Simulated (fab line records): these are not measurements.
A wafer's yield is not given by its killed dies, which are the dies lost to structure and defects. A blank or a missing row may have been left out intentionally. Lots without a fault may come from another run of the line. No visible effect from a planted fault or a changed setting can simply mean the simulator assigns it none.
fab line records ; flow gf180mcu
record: lots: 5; wafers: 23
route steps=602 shown STI@2 NWELL@45 MVSD@74 MVPSD@80 VT_IMPLANT@98 DUAL_GATE@147 POLY_GATE@162
start_h: the number of hours between the record's first day and the start of the first shown wafer of the lot ; wait_h: hours elapsed since this lot's preceding step ; " same as the row above ; L1.1+2: a row that stands for several wafers ; - no value, or no start given ; * or withheld: withheld ; < > ~ a bound
route shown NAME@n: NAME is a module with steps in the file, n the number in the route of the first one ; usual: average and standard deviation across the fault-free wafers ; same: alike in all rows ; chamber/n: place in a boat ; sites: the reading at each site ; _std_site: their standard deviation ; _edge_site: mean of outer sites minus mean of inner sites ; radius_mm: how far each site lies from the wafer's centre ; mask NAME#n: copy n ; behind: tool/chamber where the wafer was last shaped ; hold: why the lot went on hold/how many hours it stayed there/how the hold came to an end ; device: the n, p or np transistor that did not switch ; end of line: the route-end tests of the same wafers ; for a step that has no rows: nothing shown but its recipe ; killed: dies lost to structure and defects at the first sort, not the wafer's yield ; map: the dies of a wafer, with x for killed, . for not killed, _ for no die there
set.NAME: the setting as run; set.NAME@STEP: as run at that earlier step ; model.NAME: the simulator's own value behind a step, which no gauge read
lots with deliberately changed settings; one table per step, one row per wafer
== steps ==
step: GF_STI_OXIDATION_01
recipe: temp_c: 900; ambient: O2; stabilise_s: 600; purge_s: 300; target_thk_a: 100; ox_time_s: 1418
lot.wafer;tool;chamber;start_h;wait_h;set.ox_time_s;model.SiO2_of_STI_OXIDATION_01.thk_nm
L075.2;-;-;-;1.8;1607;11.06
L075.3;-;-;-;1.8;1607;11
L075.4;-;-;-;1.8;1607;10.86
L075.5;-;-;-;1.8;1607;11.14
L075.6;-;-;-;1.8;1607;11.1
L078.1;-;-;-;1.9;1418;10.15
L078.2;-;-;-;1.9;1418;10
L078.3;-;-;-;1.9;1418;10.22
L078.5;-;-;-;1.9;1418;9.936
L078.6;-;-;-;1.9;1418;9.984
L079.1;-;-;-;2.4;1503;10.4
L079.2;-;-;-;2.4;1503;10.25
L079.3;-;-;-;2.4;1503;10.26
L079.5;-;-;-;2.4;1503;10.31
L079.6;-;-;-;2.4;1503;10.44
L080.2;furnace-02;0;44.40;4.4;1418;9.906
L080.5;furnace-02;0;44.40;4.4;1418;10.04
L080.6;furnace-02;0;44.40;4.4;1418;10.02
L083.1;-;-;-;1.7;1553;10.78
L083.2;-;-;-;1.7;1553;10.83
L083.3;-;-;-;1.7;1553;10.75
L083.4;-;-;-;1.7;1553;10.77
L083.5;-;-;-;1.7;1553;10.66
step: GF_STI_THK_MEAS_02
recipe: reads: SiO2_of_STI_OXIDATION_01
usual: STI_OXIDATION_THK: 10.07/0.12
lot.wafer;tool;chamber;start_h;wait_h;set.ox_time_s@STI_OXIDATION_01;STI_OXIDATION_THK[nm]
L075.2;film_metro-03;-;-;-;1607;11.03
L075.3;film_metro-03;-;-;-;1607;10.96
L075.4;film_metro-03;-;-;-;1607;10.88
L075.5;film_metro-03;-;-;-;1607;11.14
L075.6;film_metro-03;-;-;-;1607;11.11
L078.1;film_metro-03;-;-;-;1418;10.13
L078.2;film_metro-03;-;-;-;1418;9.99
L078.3;film_metro-03;-;-;-;1418;10.19
L078.5;film_metro-03;-;-;-;1418;9.92
L078.6;film_metro-03;-;-;-;1418;9.98
L079.1;film_metro-03;-;-;-;1503;10.36
L079.2;film_metro-03;-;-;-;1503;10.29
L079.3;film_metro-03;-;-;-;1503;10.26
L079.5;film_metro-03;-;-;-;1503;10.28
L079.6;film_metro-03;-;-;-;1503;10.48
L080.2;film_metro-01;-;45.81;0.0;1418;9.94
L080.5;film_metro-01;-;45.81;0.0;1418;10.07
L080.6;film_metro-01;-;45.81;0.0;1418;10.00
L083.1;film_metro-04;-;-;-;1553;10.75
L083.2;film_metro-04;-;-;-;1553;10.80
L083.3;film_metro-04;-;-;-;1553;10.83
L083.4;film_metro-04;-;-;-;1553;10.76
L083.5;film_metro-04;-;-;-;1553;10.68
step: GF_STI_WET_ETCH_26
recipe: chemistry: dHF; target_depth_nm: 94; target: SiO2; temp_c: 25; dilution: 10:1; time_s: 188
lot.wafer;tool;chamber;start_h;wait_h;set.temp_c
L075.2+3+4+5+6;-;-;-;0.2;25
L078.1+2+3+5+6;-;-;-;0.1;26.37
L079.1+2+3+5+6;-;-;-;0.2;25
L080.2+5+6;wet_bench-04;2;65.32;0.2;25
L083.1+2+3+4+5;-;-;-;0.2;27.66
step: GF_STI_WET_ETCH_27
recipe: chemistry: H3PO4; target_depth_nm: 160; target: Si3N4; temp_c: 160; time_s: 1825
lot.wafer;tool;chamber;start_h;wait_h;set.ox_time_s@STI_OXIDATION_01;model.SiO2_of_STI_OXIDATION_01.thk_nm
L075.2;wet_bench-04;1;-;-;1607;11.06
L075.3;wet_bench-04;1;-;-;1607;11
L075.4;wet_bench-04;1;-;-;1607;10.86
L075.5;wet_bench-04;1;-;-;1607;11.14
L075.6;wet_bench-04;1;-;-;1607;11.1
L078.1;wet_bench-03;0;-;-;1418;10.15
L078.2;wet_bench-03;0;-;-;1418;10
L078.3;wet_bench-03;0;-;-;1418;10.22
L078.5;wet_bench-03;0;-;-;1418;9.936
L078.6;wet_bench-03;0;-;-;1418;9.984
L079.1;wet_bench-01;2;-;-;1503;10.4
L079.2;wet_bench-01;2;-;-;1503;10.25
L079.3;wet_bench-01;2;-;-;1503;10.26
L079.5;wet_bench-01;2;-;-;1503;10.31
L079.6;wet_bench-01;2;-;-;1503;10.44
L080.2;wet_bench-01;2;65.38;0.0;1418;9.836
L080.5;wet_bench-01;2;65.38;0.0;1418;9.975
L080.6;wet_bench-01;2;65.38;0.0;1418;9.946
L083.1;wet_bench-04;3;-;-;1553;10.78
L083.2;wet_bench-04;3;-;-;1553;10.83
L083.3;wet_bench-04;3;-;-;1553;10.75
L083.4;wet_bench-04;3;-;-;1553;10.77
L083.5;wet_bench-04;3;-;-;1553;10.66
step: GF_NWELL_SOFTBAKE_03
recipe: temp_c: 110; time_s: withheld
lot.wafer;tool;chamber;start_h;wait_h;set.temp_c
L075.2+5+6;litho_track-02;0;58.58;0.1;110
L075.3+4;litho_track-02;0;58.58;0.1;106.6
L078.1+3+6;litho_track-04;0;80.37;0.1;106.8
L078.2+5;litho_track-04;0;80.37;0.1;110
L079.1+2+3;litho_track-03;0;81.16;0.1;110
L079.5+6;litho_track-03;0;81.16;0.1;108.1
L080.2+5+6;litho_track-03;0;91.09;0.1;110
L083.1+4;litho_track-02;0;99.99;0.1;106.7
L083.2+3+5;litho_track-02;0;99.99;0.1;110
step: GF_NWELL_EXPOSE_04
recipe: mask_id: Nwell; target_cd_nm: 860; na: 0.6; source_shape: conventional; sigma_outer: 0.6; dose_mj: 260
step: GF_NWELL_PEB_05
recipe: temp_c: 115; time_s: withheld
step: GF_NWELL_IMPLANT_08
recipe: species: P; energy_kev: 450; dose_cm2: 1.5e+13; tilt_deg: 0
step: GF_NWELL_IMPLANT_09
recipe: species: P; energy_kev: 160; dose_cm2: 4e+12; tilt_deg: 0
step: GF_NWELL_STRIP_10
recipe: chemistry: O2/N2; power_w: 1400; pressure_mtorr: 1500; platen_temp_c: 250; o2_flow_sccm: 3000; n2_flow_sccm: 300; overash_fraction: 0.5
usual: strip_time_to_endpoint_s: 37.03/0.13
lot.wafer;tool;chamber;start_h;wait_h;set.temp_c@NWELL_SOFTBAKE_03;strip_time_to_endpoint_s
L075.2;plasma_asher-02;1;64.61;0.1;110;37.30
L075.3;plasma_asher-02;1;64.61;0.1;106.6;37.45
L075.4;plasma_asher-02;0;64.61;0.1;106.6;37.54
L075.5;plasma_asher-02;0;64.61;0.1;110;37.16
L075.6;plasma_asher-02;1;64.61;0.1;110;37.17
L078.1;plasma_asher-02;1;87.49;0.1;106.8;37.38
L078.2;plasma_asher-02;0;87.49;0.1;110;37.01
L078.3;plasma_asher-02;0;87.49;0.1;106.8;37.26
L078.5;plasma_asher-02;1;87.49;0.1;110;37.00
L078.6;plasma_asher-02;0;87.49;0.1;106.8;37.39
L079.1;plasma_asher-01;1;88.63;0.1;110;36.93
L079.2;plasma_asher-01;0;88.63;0.1;110;36.99
L079.3;plasma_asher-01;0;88.63;0.1;110;37.04
L079.5;plasma_asher-01;1;88.63;0.1;108.1;37.17
L079.6;plasma_asher-01;0;88.63;0.1;108.1;37.18
L080.2;plasma_asher-01;0;98.28;0.1;110;36.86
L080.5;plasma_asher-01;1;98.28;0.1;110;36.84
L080.6;plasma_asher-01;0;98.28;0.1;110;36.86
L083.1;plasma_asher-01;0;106.78;0.1;106.7;37.51
L083.2;plasma_asher-01;1;106.78;0.1;110;37.19
L083.3;plasma_asher-01;0;106.78;0.1;110;37.16
L083.4;plasma_asher-01;1;106.78;0.1;106.7;37.45
L083.5;plasma_asher-01;0;106.78;0.1;110;37.18
step: GF_MVSD_IMPLANT_08
recipe: species: P; energy_kev: 400; dose_cm2: 1.6e+13; tilt_deg: 0
lot.wafer;tool;chamber;start_h;wait_h;set.dose_cm2
L075.2+3+5;implanter-03;0;89.14;0.0;1.686e+13
L075.4+6;implanter-03;0;89.14;0.0;1.6e+13
L078.1+2+6;implanter-03;0;114.71;0.0;1.35e+13
L078.3+5;implanter-03;0;114.71;0.0;1.6e+13
L079.1+2+3+5+6;implanter-04;0;116.41;0.0;1.6e+13
L080.2+5+6;implanter-03;0;125.84;0.0;1.6e+13
L083.1+3+4;implanter-01;0;136.91;0.0;1.6e+13
L083.2+5;implanter-01;0;136.91;0.0;1.336e+13
step: GF_MVSD_IMPLANT_09
recipe: species: P; energy_kev: 100; dose_cm2: 5e+12; tilt_deg: 0
step: GF_MVSD_STRIP_10
recipe: chemistry: O2/N2; power_w: 1400; pressure_mtorr: 1500; platen_temp_c: 250; o2_flow_sccm: 3000; n2_flow_sccm: 300; overash_fraction: 0.5
step: GF_MVSD_TW_MEAS_11
usual: MVSD_TW: 1579/9.5
lot.wafer;tool;chamber;start_h;wait_h;set.dose_cm2@MVSD_IMPLANT_08;MVSD_TW
L075.2;film_metro-04;-;89.52;0.1;1.686e+13;1604
L075.3;film_metro-04;-;89.52;0.1;1.686e+13;1606
L075.4;film_metro-04;-;89.52;0.1;1.6e+13;1572
L075.5;film_metro-04;-;89.52;0.1;1.686e+13;1600
L075.6;film_metro-04;-;89.52;0.1;1.6e+13;1578
L078.1;film_metro-02;-;115.11;0.1;1.35e+13;1523
L078.2;film_metro-02;-;115.11;0.1;1.35e+13;1517
L078.3;film_metro-02;-;115.11;0.1;1.6e+13;1588
L078.5;film_metro-02;-;115.11;0.1;1.6e+13;1581
L078.6;film_metro-02;-;115.11;0.1;1.35e+13;1520
L079.1;film_metro-01;-;116.81;0.1;1.6e+13;1584
L079.2;film_metro-01;-;116.81;0.1;1.6e+13;1580
L079.3;film_metro-01;-;116.81;0.1;1.6e+13;1584
L079.5;film_metro-01;-;116.81;0.1;1.6e+13;1584
L079.6;film_metro-01;-;116.81;0.1;1.6e+13;1581
L080.2;film_metro-01;-;126.22;0.1;1.6e+13;1569
L080.5;film_metro-01;-;126.22;0.1;1.6e+13;1566
L080.6;film_metro-01;-;126.22;0.1;1.6e+13;1562
L083.1;film_metro-02;-;137.31;0.1;1.6e+13;1588
L083.2;film_metro-02;-;137.31;0.1;1.336e+13;1506
L083.3;film_metro-02;-;137.31;0.1;1.6e+13;1589
L083.4;film_metro-02;-;137.31;0.1;1.6e+13;1583
L083.5;film_metro-02;-;137.31;0.1;1.336e+13;1508
step: GF_MVPSD_COAT_02
recipe: spin_rpm: 2000; resist_thk_nm: 3000
lot.wafer;tool;chamber;start_h;wait_h;set.spin_rpm;model.coat_of_MVPSD_COAT_02.thk_nm
L075.2+3;litho_track-01;0;96.50;0.1;2000;2998
L075.4;litho_track-01;0;96.50;0.1;2000;3005
L075.5;litho_track-01;0;96.50;0.1;2000;3006
L075.6;litho_track-01;0;96.50;0.1;2000;3003
L078.1;litho_track-01;0;121.57;0.1;2116;2923
L078.2;litho_track-01;0;121.57;0.1;2000;3011
L078.3;litho_track-01;0;121.57;0.1;2116;2935
L078.5;litho_track-01;0;121.57;0.1;2000;3012
L078.6;litho_track-01;0;121.57;0.1;2000;2999
L079.1;litho_track-01;0;124.02;0.1;2146;2890
L079.2;litho_track-01;0;124.02;0.1;2146;2896
L079.3;litho_track-01;0;124.02;0.1;2000;2994
L079.5;litho_track-01;0;124.02;0.1;2000;2999
L079.6;litho_track-01;0;124.02;0.1;2146;2892
L080.2;litho_track-02;0;133.17;0.1;2000;3024
L080.5;litho_track-02;0;133.17;0.1;2000;3007
L080.6;litho_track-02;0;133.17;0.1;2000;3003
L083.1;litho_track-03;0;145.16;0.1;2070;2935
L083.2;litho_track-03;0;145.16;0.1;2070;2936
L083.3;litho_track-03;0;145.16;0.1;2000;2989
L083.4;litho_track-03;0;145.16;0.1;2000;2990
L083.5;litho_track-03;0;145.16;0.1;2000;2988
step: GF_MVPSD_IMPLANT_09
recipe: species: B; energy_kev: 40; dose_cm2: 5e+12; tilt_deg: 0
lot.wafer;tool;chamber;start_h;wait_h;set.dose_cm2
L075.2+3+6;implanter-02;0;103.55;0.1;4.883e+12
L075.4+5;implanter-02;0;103.55;0.1;5e+12
L078.1+5+6;implanter-02;0;130.28;0.1;5.373e+12
L078.2+3;implanter-02;0;130.28;0.1;5e+12
L079.1+2;implanter-01;0;131.99;0.1;5e+12
L079.3+5+6;implanter-01;0;131.99;0.1;4.865e+12
L080.2+5+6;implanter-03;0;141.32;0.1;5e+12
L083.1+3+5;implanter-03;0;153.53;0.1;5e+12
L083.2+4;implanter-03;0;153.53;0.1;4.865e+12
step: GF_MVPSD_STRIP_10
recipe: chemistry: O2/N2; power_w: 1400; pressure_mtorr: 1500; platen_temp_c: 250; o2_flow_sccm: 3000; n2_flow_sccm: 300; overash_fraction: 0.5
usual: strip_time_to_endpoint_s: 36.98/0.099
lot.wafer;tool;chamber;start_h;wait_h;set.spin_rpm@MVPSD_COAT_02;strip_time_to_endpoint_s
L075.2;plasma_asher-03;0;103.68;0.1;2000;36.93
L075.3;plasma_asher-03;1;103.68;0.1;2000;36.94
L075.4;plasma_asher-03;0;103.68;0.1;2000;37.00
L075.5;plasma_asher-03;1;103.68;0.1;2000;37.01
L075.6;plasma_asher-03;0;103.68;0.1;2000;36.98
L078.1;plasma_asher-03;1;130.43;0.1;2116;36.06
L078.2;plasma_asher-03;0;130.43;0.1;2000;37.07
L078.3;plasma_asher-03;1;130.43;0.1;2116;36.22
L078.5;plasma_asher-03;0;130.43;0.1;2000;37.09
L078.6;plasma_asher-03;1;130.43;0.1;2000;36.93
L079.1;plasma_asher-02;0;132.14;0.1;2146;35.71
L079.2;plasma_asher-02;1;132.14;0.1;2146;35.77
L079.3;plasma_asher-02;0;132.14;0.1;2000;36.88
L079.5;plasma_asher-02;1;132.14;0.1;2000;36.95
L079.6;plasma_asher-02;0;132.14;0.1;2146;35.71
L080.2;plasma_asher-02;0;141.44;0.1;2000;37.23
L080.5;plasma_asher-02;0;141.44;0.1;2000;37.04
L080.6;plasma_asher-02;1;141.44;0.1;2000;36.99
L083.1;plasma_asher-03;0;153.68;0.1;2070;36.22
L083.2;plasma_asher-03;1;153.68;0.1;2070;36.23
L083.3;plasma_asher-03;0;153.68;0.1;2000;36.82
L083.4;plasma_asher-03;1;153.68;0.1;2000;36.84
L083.5;plasma_asher-03;0;153.68;0.1;2000;36.78
step: GF_VT_IMPLANT_IMPLANT_08
recipe: species: BF2; energy_kev: 20; dose_cm2: 8.29e+12; tilt_deg: 7
lot.wafer;tool;chamber;start_h;wait_h;set.dose_cm2
L075.2+4;implanter-04;0;117.28;0.0;9.156e+12
L075.3+5+6;implanter-04;0;117.28;0.0;8.29e+12
L078.1+3+5;implanter-02;0;146.13;0.0;9.508e+12
L078.2+6;implanter-02;0;146.13;0.0;8.29e+12
L079.1+5+6;implanter-02;0;147.68;0.0;6.958e+12
L079.2+3;implanter-02;0;147.68;0.0;8.29e+12
L080.2+5+6;implanter-03;0;157.12;0.0;8.29e+12
L083.1+2+5;implanter-03;0;169.58;0.0;9.101e+12
L083.3+4;implanter-03;0;169.58;0.0;8.29e+12
step: GF_VT_IMPLANT_STRIP_09
recipe: chemistry: O2/N2; power_w: 1400; pressure_mtorr: 1500; platen_temp_c: 250; o2_flow_sccm: 3000; n2_flow_sccm: 300; overash_fraction: 0.5
step: GF_VT_IMPLANT_TW_MEAS_10
usual: VT_IMPLANT_TW: 567/3.7
lot.wafer;tool;chamber;start_h;wait_h;set.dose_cm2@VT_IMPLANT_IMPLANT_08;VT_IMPLANT_TW
L075.2;film_metro-03;-;117.52;0.1;9.156e+12;589
L075.3;film_metro-03;-;117.52;0.1;8.29e+12;574
L075.4;film_metro-03;-;117.52;0.1;9.156e+12;590
L075.5;film_metro-03;-;117.52;0.1;8.29e+12;570
L075.6;film_metro-03;-;117.52;0.1;8.29e+12;572
L078.1;film_metro-03;-;146.38;0.1;9.508e+12;592
L078.2;film_metro-03;-;146.38;0.1;8.29e+12;567
L078.3;film_metro-03;-;146.38;0.1;9.508e+12;593
L078.5;film_metro-03;-;146.38;0.1;9.508e+12;591
L078.6;film_metro-03;-;146.38;0.1;8.29e+12;568
L079.1;film_metro-01;-;147.93;0.1;6.958e+12;532
L079.2;film_metro-01;-;147.93;0.1;8.29e+12;560
L079.3;film_metro-01;-;147.93;0.1;8.29e+12;561
L079.5;film_metro-01;-;147.93;0.1;6.958e+12;531
L079.6;film_metro-01;-;147.93;0.1;6.958e+12;529
L080.2;film_metro-03;-;157.35;0.1;8.29e+12;567
L080.5;film_metro-03;-;157.35;0.1;8.29e+12;569
L080.6;film_metro-03;-;157.35;0.1;8.29e+12;569
L083.1;film_metro-02;-;169.83;0.1;9.101e+12;582
L083.2;film_metro-02;-;169.83;0.1;9.101e+12;587
L083.3;film_metro-02;-;169.83;0.1;8.29e+12;571
L083.4;film_metro-02;-;169.83;0.1;8.29e+12;570
L083.5;film_metro-02;-;169.83;0.1;9.101e+12;586
step: GF_VT_IMPLANT_SOFTBAKE_25
recipe: temp_c: 90; time_s: 60; resist: NOVOLAK
lot.wafer;tool;chamber;start_h;wait_h;set.temp_c
L075.2+3+4;litho_track-02;0;139.47;0.1;90
L075.5+6;litho_track-02;0;139.47;0.1;86.49
L078.1+2+3;litho_track-02;0;170.29;0.1;90
L078.5+6;litho_track-02;0;170.29;0.1;92.24
L079.1+2+3+5+6;litho_track-04;0;171.42;0.1;90
L080.2+5+6;litho_track-03;0;181.53;0.1;90
L083.1+3;litho_track-04;0;194.37;0.1;88.56
L083.2+4+5;litho_track-04;0;194.37;0.1;90
step: GF_VT_IMPLANT_EXPOSE_26
recipe: mask_id: LVPWELL_HV_AREA; target_cd_nm: 860; na: 0.6; source_shape: conventional; sigma_outer: 0.6; dose_mj: 140
step: GF_VT_IMPLANT_PEB_27
recipe: temp_c: withheld; time_s: *; resist: NOVOLAK
step: GF_VT_IMPLANT_RS_MEAS_49
recipe: thk_meas_gauge: four-point-probe
usual: MVPSD_RS: 1166.8/2.9
lot.wafer;tool;chamber;start_h;wait_h;set.dose_cm2@MVPSD_IMPLANT_09;MVPSD_RS[ohm/sq]
L075.2;film_metro-04;-;163.85;0.1;4.883e+12;1172.9
L075.3;film_metro-04;-;163.85;0.1;4.883e+12;1172.2
L075.4;film_metro-04;-;163.85;0.1;5e+12;1168.6
L075.5;film_metro-04;-;163.85;0.1;5e+12;1166.8
L075.6;film_metro-04;-;163.85;0.1;4.883e+12;1171.8
L078.1;film_metro-01;-;196.28;0.1;5.373e+12;1149.9
L078.2;film_metro-01;-;196.28;0.1;5e+12;1164.3
L078.3;film_metro-01;-;196.28;0.1;5e+12;1163.9
L078.5;film_metro-01;-;196.28;0.1;5.373e+12;1150.1
L078.6;film_metro-01;-;196.28;0.1;5.373e+12;1151.4
L079.1;film_metro-04;-;197.96;0.1;5e+12;1168.8
L079.2;film_metro-04;-;197.96;0.1;5e+12;1165.5
L079.3;film_metro-04;-;197.96;0.1;4.865e+12;1171.4
L079.5;film_metro-04;-;197.96;0.1;4.865e+12;1174.8
L079.6;film_metro-04;-;197.96;0.1;4.865e+12;1173.1
L080.2;film_metro-01;-;207.35;0.1;5e+12;1165.1
L080.5;film_metro-01;-;207.35;0.1;5e+12;1164.5
L080.6;film_metro-01;-;207.35;0.1;5e+12;1168.3
L083.1;film_metro-04;-;221.63;0.1;5e+12;1166.7
L083.2;film_metro-04;-;221.63;0.1;4.865e+12;1169.4
L083.3;film_metro-04;-;221.63;0.1;5e+12;1168.9
L083.4;film_metro-04;-;221.63;0.1;4.865e+12;1175.6
L083.5;film_metro-04;-;221.63;0.1;5e+12;1168.4
step: GF_DUAL_GATE_COAT_06
recipe: resist: NOVOLAK; spin_rpm: 3000; resist_thk_nm: 1000
lot.wafer;tool;chamber;start_h;wait_h;set.spin_rpm;model.NOVOLAK_of_DUAL_GATE_COAT_06.thk_nm
L075.2+4;litho_track-04;0;173.90;0.1;3000;1003
L075.3;litho_track-04;0;173.90;0.1;3000;998.7
L075.5;litho_track-04;0;173.90;0.1;3000;999.9
L075.6;litho_track-04;0;173.90;0.1;3000;1004
L078.1;litho_track-04;0;205.87;0.1;3137;974.6
L078.2;litho_track-04;0;205.87;0.1;3137;976
L078.3;litho_track-04;0;205.87;0.1;3000;999
L078.5;litho_track-04;0;205.87;0.1;3000;999.1
L078.6;litho_track-04;0;205.87;0.1;3137;977.2
L079.1;litho_track-02;0;208.24;0.1;3000;996.3
L079.2;litho_track-02;0;208.24;0.1;2928;1011
L079.3;litho_track-02;0;208.24;0.1;2928;1010
L079.5;litho_track-02;0;208.24;0.1;3000;999.6
L079.6;litho_track-02;0;208.24;0.1;2928;1006
L080.2;litho_track-02;0;218.07;0.1;3000;1002
L080.5;litho_track-02;0;218.07;0.1;3000;1006
L080.6;litho_track-02;0;218.07;0.1;3000;1001
L083.1;litho_track-02;0;232.29;0.1;2829;1028
L083.2;litho_track-02;0;232.29;0.1;3000;1001
L083.3;litho_track-02;0;232.29;0.1;3000;1000
L083.4;litho_track-02;0;232.29;0.1;3000;1002
L083.5;litho_track-02;0;232.29;0.1;2829;1031
step: GF_DUAL_GATE_SOFTBAKE_07
recipe: temp_c: 90; time_s: 60; resist: NOVOLAK
step: GF_DUAL_GATE_EXPOSE_08
recipe: mask_id: Dualgate; target_cd_nm: 700; na: 0.6; source_shape: conventional; sigma_outer: 0.6; dose_mj: 137.3
step: GF_DUAL_GATE_WET_ETCH_12
recipe: chemistry: dHF; target_depth_nm: 13; dry: n2_spin; target: SiO2; temp_c: 25; dilution: 100:1; time_s: 260
step: GF_DUAL_GATE_STRIP_13
recipe: chemistry: O2/N2; power_w: 1400; pressure_mtorr: 1500; platen_temp_c: 250; o2_flow_sccm: 3000; n2_flow_sccm: 300; overash_fraction: 0.5
usual: strip_time_to_endpoint_s: 12.63/0.032
lot.wafer;tool;chamber;start_h;wait_h;set.spin_rpm@DUAL_GATE_COAT_06;strip_time_to_endpoint_s
L075.2;plasma_asher-04;0;181.61;0.0;3000;12.66
L075.3;plasma_asher-04;0;181.61;0.0;3000;12.61
L075.4;plasma_asher-04;1;181.61;0.0;3000;12.67
L075.5;plasma_asher-04;0;181.61;0.0;3000;12.62
L075.6;plasma_asher-04;1;181.61;0.0;3000;12.68
L078.1;plasma_asher-01;1;215.09;0.0;3137;12.33
L078.2;plasma_asher-01;0;215.09;0.0;3137;12.34
L078.3;plasma_asher-01;1;215.09;0.0;3000;12.62
L078.5;plasma_asher-01;0;215.09;0.0;3000;12.60
L078.6;plasma_asher-01;1;215.09;0.0;3137;12.35
L079.1;plasma_asher-04;0;217.44;0.0;3000;12.58
L079.2;plasma_asher-04;1;217.44;0.0;2928;12.74
L079.3;plasma_asher-04;1;217.44;0.0;2928;12.75
L079.5;plasma_asher-04;1;217.44;0.0;3000;12.62
L079.6;plasma_asher-04;0;217.44;0.0;2928;12.69
L080.2;plasma_asher-01;0;226.59;0.0;3000;12.64
L080.5;plasma_asher-01;0;226.59;0.0;3000;12.71
L080.6;plasma_asher-01;1;226.59;0.0;3000;12.64
L083.1;plasma_asher-04;1;241.74;0.0;2829;12.89
L083.2;plasma_asher-04;0;241.74;0.0;3000;12.64
L083.3;plasma_asher-04;1;241.74;0.0;3000;12.63
L083.4;plasma_asher-04;0;241.74;0.0;3000;12.65
L083.5;plasma_asher-04;1;241.74;0.0;2829;12.92
step: GF_POLY_GATE_COAT_05
recipe: resist: KrF; spin_rpm: withheld; resist_thk_nm: 700
lot.wafer;tool;chamber;start_h;wait_h;set.resist_thk_nm;model.KrF_of_POLY_GATE_COAT_05.thk_nm
L075.2;litho_track-04;0;-;-;681.8;680.9
L075.3;litho_track-04;0;-;-;681.8;680.4
L075.4;litho_track-04;0;-;-;700;698
L075.5;litho_track-04;0;-;-;700;697.8
L075.6;litho_track-04;0;-;-;700;696.6
L078.1;litho_track-03;0;-;-;700;701.9
L078.2;litho_track-03;0;-;-;700;700.6
L078.3;litho_track-03;0;-;-;661.3;664.5
L078.5;litho_track-03;0;-;-;661.3;664
L078.6;litho_track-03;0;-;-;661.3;665.2
L079.1;litho_track-01;0;-;-;700;701.8
L079.2;litho_track-01;0;-;-;700;700.9
L079.3;litho_track-01;0;-;-;700;701.3
L079.5;litho_track-01;0;-;-;689.2;689.2
L079.6;litho_track-01;0;-;-;689.2;687.2
L080.2;litho_track-01;0;-;-;700;700
L080.5;litho_track-01;0;-;-;700;702.9
L080.6;litho_track-01;0;-;-;700;701.3
L083.1;litho_track-01;0;-;-;700;699.3
L083.2;litho_track-01;0;-;-;674.8;674.3
L083.3;litho_track-01;0;-;-;674.8;673
L083.4;litho_track-01;0;-;-;700;703
L083.5;litho_track-01;0;-;-;674.8;676.8
== key ==
split: step: GF_STI_OXIDATION_01; setting: ox_time_s; stated: 1418; by: lot
response: step: GF_STI_OXIDATION_01; reading: model.SiO2_of_STI_OXIDATION_01.thk_nm; change: +0.0756; per: 1%; r: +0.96
response: step: GF_STI_THK_MEAS_02; reading: STI_OXIDATION_THK; change: +0.0757; per: 1%; r: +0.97
response: step: GF_STI_WET_ETCH_27; reading: model.SiO2_of_STI_OXIDATION_01.thk_nm; change: +0.0778; per: 1%; r: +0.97
split: step: GF_STI_WET_ETCH_26; setting: temp_c; stated: 25; by: lot
response none clear
split: step: GF_NWELL_SOFTBAKE_03; setting: temp_c; stated: 110; by: wafer
response: step: GF_NWELL_STRIP_10; reading: strip_time_to_endpoint_s; change: *; per: 1%; r: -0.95
split: step: GF_MVSD_IMPLANT_08; setting: dose_cm2; stated: 1.6e+13; by: wafer
response: step: GF_MVSD_TW_MEAS_11; reading: MVSD_TW; change: +4.54; per: 1%; r: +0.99
split: step: GF_MVPSD_COAT_02; setting: spin_rpm; stated: 2000; by: wafer
response: step: GF_MVPSD_COAT_02; reading: model.coat_of_MVPSD_COAT_02.thk_nm; change: -14.1; per: 1%; r: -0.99
response: step: GF_MVPSD_STRIP_10; reading: strip_time_to_endpoint_s; change: *; per: 1%; r: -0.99
split: step: GF_MVPSD_IMPLANT_09; setting: dose_cm2; stated: 5e+12; by: wafer
response: step: GF_VT_IMPLANT_RS_MEAS_49; reading: MVPSD_RS; change: -1.86; per: 1%; r: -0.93
split: step: GF_VT_IMPLANT_IMPLANT_08; setting: dose_cm2; stated: 8.29e+12; by: wafer
response: step: GF_VT_IMPLANT_TW_MEAS_10; reading: VT_IMPLANT_TW; change: +1.71; per: 1%; r: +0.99
split: step: GF_VT_IMPLANT_SOFTBAKE_25; setting: temp_c; stated: 90; by: wafer
response none clear
split: step: GF_DUAL_GATE_COAT_06; setting: spin_rpm; stated: 3000; by: wafer
response: step: GF_DUAL_GATE_COAT_06; reading: model.NOVOLAK_of_DUAL_GATE_COAT_06.thk_nm; change: -4.98; per: 1%; r: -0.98
response: step: GF_DUAL_GATE_STRIP_13; reading: strip_time_to_endpoint_s; change: *; per: 1%; r: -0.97
split: step: GF_POLY_GATE_COAT_05; setting: resist_thk_nm; stated: 700; by: wafer
response: step: GF_POLY_GATE_COAT_05; reading: model.KrF_of_POLY_GATE_COAT_05.thk_nm; change: +6.87; per: 1%; r: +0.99
